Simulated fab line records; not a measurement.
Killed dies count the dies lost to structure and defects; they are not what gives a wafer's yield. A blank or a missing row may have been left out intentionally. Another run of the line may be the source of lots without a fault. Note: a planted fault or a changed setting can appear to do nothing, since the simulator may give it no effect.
What tool caused it? || flow gf180mcu || 13 lots with 39 wafers sampled at 2 steps, on a route of 602 steps

== WHAT THE GAUGES READ, wafer by wafer ==
GF_SAB_THK_MEAS_01.
{"lot": "L380", "measured": "day 14 11:04", "on": "film_metro-03", "SAB_CVD_00_THK (nm)": "49.7 50.5 50.3"}
{"lot": "L381", "measured": "day 14 18:16", "on": "film_metro-03", "SAB_CVD_00_THK (nm)": "50.1 50.5 50.4"}
{"lot": "L383", "measured": "day 15 07:50", "on": "film_metro-02", "SAB_CVD_00_THK (nm)": "49.6 49.9 49.9"}
{"lot": "L389", "measured": "day 17 06:58", "on": "film_metro-02", "SAB_CVD_00_THK (nm)": "48.4 48.4 49.5"}
{"lot": "L390", "measured": "day 17 15:20", "on": "film_metro-04", "SAB_CVD_00_THK (nm)": "49.1 49.3 49.8"}
{"lot": "L396", "measured": "day 20 01:02", "on": "film_metro-03", "SAB_CVD_00_THK (nm)": "49.1 49.4 49.9"}
{"lot": "L397", "measured": "day 20 07:08", "on": "film_metro-04", "SAB_CVD_00_THK (nm)": "49.2 49.7 49.5"}
{"lot": "L398", "measured": "day 20 12:43", "on": "film_metro-02", "SAB_CVD_00_THK (nm)": "49.4 49.7 50.0"}
{"lot": "L399", "measured": "day 20 20:29", "on": "film_metro-04", "SAB_CVD_00_THK (nm)": "49.7 50.3 50.2"}
{"lot": "L400", "measured": "day 21 05:40", "on": "film_metro-02", "SAB_CVD_00_THK (nm)": "49.2 48.6 50.2"}
{"lot": "L401", "measured": "day 21 17:41", "on": "film_metro-03", "SAB_CVD_00_THK (nm)": "49.3 48.4 49.6"}
{"lot": "L402", "measured": "day 21 19:37", "on": "film_metro-02", "SAB_CVD_00_THK (nm)": "49.7 50.5 50.2"}
{"lot": "L403", "measured": "day 22 00:32", "on": "film_metro-04", "SAB_CVD_00_THK (nm)": "50.3 50.0 50.5"}

== TOOL THAT RAN EACH LOT (tool first, then ch and the chambers of the sampled wafers, then the start) ==
{"lot": "L380", "GF_VT_IMPLANT_IMPLANT_19": "implanter-04 ch 0, day 6 04:47"}
{"lot": "L381", "GF_VT_IMPLANT_IMPLANT_19": "implanter-04 ch 0, day 6 11:16"}
{"lot": "L383", "GF_VT_IMPLANT_IMPLANT_19": "implanter-04 ch 0, day 6 22:34"}
{"lot": "L389", "GF_VT_IMPLANT_IMPLANT_19": "implanter-04 ch 0, day 8 13:53"}
{"lot": "L390", "GF_VT_IMPLANT_IMPLANT_19": "implanter-04 ch 0, day 8 19:25"}
{"lot": "L396", "GF_VT_IMPLANT_IMPLANT_19": "implanter-01 ch 0, day 10 13:37"}
{"lot": "L397", "GF_VT_IMPLANT_IMPLANT_19": "implanter-01 ch 0, day 10 16:25"}
{"lot": "L398", "GF_VT_IMPLANT_IMPLANT_19": "implanter-03 ch 0, day 10 20:14"}
{"lot": "L399", "GF_VT_IMPLANT_IMPLANT_19": "implanter-01 ch 0, day 11 04:16"}
{"lot": "L400", "GF_VT_IMPLANT_IMPLANT_19": "implanter-03 ch 0, day 11 12:42"}
{"lot": "L401", "GF_VT_IMPLANT_IMPLANT_19": "implanter-01 ch 0, day 11 21:03"}
{"lot": "L402", "GF_VT_IMPLANT_IMPLANT_19": "implanter-04 ch 0, day 12 00:49"}
{"lot": "L403", "GF_VT_IMPLANT_IMPLANT_19": "implanter-04 ch 0, day 12 04:37"}
- GF_VT_IMPLANT_IMPLANT_19

== AS READ BY THE TOOLS THEMSELVES (means over the sampled wafers that have a number; for cases with no such wafer, the mark the record gives instead) ==
GF_VT_IMPLANT_IMPLANT_19.
{"lot": "L380", "tool": "implanter-04", "beam_energy_keV": 100.00}
{"lot": "L381", "tool": "implanter-04", "beam_energy_keV": 99.98}
{"lot": "L383", "tool": "implanter-04", "beam_energy_keV": 99.98}
{"lot": "L389", "tool": "implanter-04", "beam_energy_keV": 103.20}
{"lot": "L390", "tool": "implanter-04", "beam_energy_keV": 103.17}
{"lot": "L396", "tool": "implanter-01", "beam_energy_keV": 100.01}
{"lot": "L397", "tool": "implanter-01", "beam_energy_keV": 99.97}
{"lot": "L398", "tool": "implanter-03", "beam_energy_keV": 100.06}
{"lot": "L399", "tool": "implanter-01", "beam_energy_keV": 100.01}
{"lot": "L400", "tool": "implanter-03", "beam_energy_keV": 100.02}
{"lot": "L401", "tool": "implanter-01", "beam_energy_keV": 99.98}
{"lot": "L402", "tool": "implanter-04", "beam_energy_keV": 100.04}
{"lot": "L403", "tool": "implanter-04", "beam_energy_keV": 100.02}

== THE ANSWER, worked out from the rows above alone ==
Rule: what is usual is taken from the lots themselves. The widest of any qualifying gaps counts: lots, ordered by their means at a reading, are off when they make up no more than a third of the lots, leave a main group of 4 or more, and stand apart from it by 3 or more times the standard deviation of that group's means. A main group whose means are all the same, to the digits that the tables above print for the reading, isn't used. A lot without any number at a reading at which 4 lots or more have one is off too. Where the step has rows for the other lots, those lots are counted as sound. After the gauges, taken in route order, come the tools' own readings; for these a lot's mean is taken, as printed above. At the first step where some lot is off, the reading lying furthest off is the one used; lots without a number count as furthest.
Off: L389, L390 (GF_VT_IMPLANT_IMPLANT_19, beam_energy_keV). Main group: mean 100.01, sd 0.027.
If a tool, at that step or one of the process steps before it, ran each lot that is off and ran no sound lot following the first of them, it fits. Of those tried, none fits.

== WHAT THE SIMULATOR PUT IN ==
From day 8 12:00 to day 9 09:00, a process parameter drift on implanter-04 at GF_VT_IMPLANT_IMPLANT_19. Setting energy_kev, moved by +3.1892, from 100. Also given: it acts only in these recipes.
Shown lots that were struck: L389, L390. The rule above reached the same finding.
